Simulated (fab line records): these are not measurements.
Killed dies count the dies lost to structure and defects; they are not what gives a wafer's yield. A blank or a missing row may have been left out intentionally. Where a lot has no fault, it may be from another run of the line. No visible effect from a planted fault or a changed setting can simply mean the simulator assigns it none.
A lot that was struck, set against a sound lot / flow sky130 / 17 steps out of a route of 708
Sound: the wafers L267.1, L267.4, L267.5. Wafers L275.1, L275.2, L275.6 were the ones struck. The cause is named last.
Per side, at each step with rows, come the tool, then ch with its chambers, and then its first start. Under that, the readings that differ: sound wafers / struck wafers / difference of the means / sigmas: that difference in standard deviations of wafers without a fault.
alike: readings whose means differ by less than 2 such deviations, and words and numbers that are the same on both sides. not compared: withheld readings, readings that some wafer has no value for, bounds like >300 that may hide the same value, and numbers for which the record gives no deviation and whose values overlap.
The two part at a step that has a row with sigmas, a row that says differs or no value, or rows on one side only. Non-overlapping numbers with no deviation appear without sigmas and do not part them. A reading that every wafer of one side lacks parts them only if that side has two wafers or more.

SKY_LDD_HVN_OVL_MEAS_07:
  struck on overlay-01, day 24 06:56; sound on overlay-02, day 21 15:05
  alike: LDD_HVN_OVL
next, for these wafers, 1 step has no rows: SKY_LDD_HVN_IMPLANT_08.
SKY_LDD_HVN_STRIP_09: strips in O2/N2.
  sound on plasma-asher-04 ch 0,1, day 21 15:16; struck on plasma-asher-01 ch 0,1, day 24 07:07
  alike: drypump-motor-current-A, oes-product-au, strip-time-to-endpoint-s
  not compared: rf-hours-counter-h
SKY_LDD_HVN_TW_MEAS_10:
  struck on film-metro-02, day 24 07:13; sound on film-metro-02, day 21 15:22
reading=LDD_HVN_TW; sound=1458 1445 1457; struck=1421 1421 1421; difference=-32; sigmas=-4
then, 7 steps without rows for these wafers: SKY_LDD_HVP_DEHYDRATE_00 (time 60 s); SKY_LDD_HVP_HMDS_01 (prime time 60 s); SKY_LDD_HVP_COAT_02 (resist thk 300 nm); SKY_LDD_HVP_SOFTBAKE_03 (time 60 s); SKY_LDD_HVP_EXPOSE_04 (exposes mask HVPTM, target cd 700 nm); SKY_LDD_HVP_PEB_05; SKY_LDD_HVP_DEVELOP_06 (develop time 60 s).
SKY_LDD_HVP_OVL_MEAS_07:
  struck on overlay-01, day 25 12:26; sound on overlay-02, day 22 21:41
  alike: LDD_HVP_OVL
SKY_LDD_HVP_IMPLANT_08:
  sound on implanter-04 ch 0, day 22 21:43; struck on implanter-03 ch 0, day 25 12:28
reading=beam-energy-keV; sound=19.992 19.994 19.986; struck=17.157 17.159 17.164; difference=-2.831; sigmas=-99 or more
reading=model.implant.rp-nm (nm); sound=63.63 63.63 63.63; struck=55.03 55.03 55.03; difference=-8.60; sigmas=
reading=model.implant.drp-nm (nm); sound=28.53 28.53 28.53; struck=25.57 25.57 25.57; difference=-2.96; sigmas=
  alike: end-station-pressure-torr
SKY_LDD_HVP_STRIP_09: strips in O2/N2.
  sound on plasma-asher-03 ch 0,1, day 22 21:52; struck on plasma-asher-04 ch 0,1, day 25 12:37
  alike: drypump-motor-current-A, oes-product-au, strip-time-to-endpoint-s
  not compared: rf-hours-counter-h
SKY_LDD_HVP_TW_MEAS_10:
  struck on film-metro-01, day 25 12:43; sound on film-metro-01, day 22 21:58
reading=LDD_HVP_TW; sound=456.2 458.1 460.0; struck=447.4 445.7 444.6; difference=-12.2; sigmas=-4
then, 1 step without rows for these wafers: SKY_LDD_LDN_DEHYDRATE_00 (time 60 s).
-- here the record skips 23 days between the struck wafers' starts before and after, leaving off in module LDD_LDN and picking up in module PAD_OPEN (first step shown: number 708 of the route) --
SKY_PAD_OPEN_PROBE_99:
  struck on prober-02, day 48 08:23; sound on prober-01, day 46 14:27
reading=model.etest.tip_p_5v.rs-ohm-sq; sound=2778 2793 2790; struck=2910 2899 2898; difference=+115; sigmas=
  alike: killed_at_M0_to_M3, killed_at_M4_up, killed-at-contacts, killed-at-front-end, killed-at-other, killed-dies, killed-open, killed-short

## WHERE THEY PART
First at SKY_LDD_HVN_TW_MEAS_10; last, within this record, at SKY_LDD_HVP_TW_MEAS_10. Later steps at which nothing parts them and some readings are alike: SKY_PAD_OPEN_PROBE_99.

WHY: the cause the simulator had injected
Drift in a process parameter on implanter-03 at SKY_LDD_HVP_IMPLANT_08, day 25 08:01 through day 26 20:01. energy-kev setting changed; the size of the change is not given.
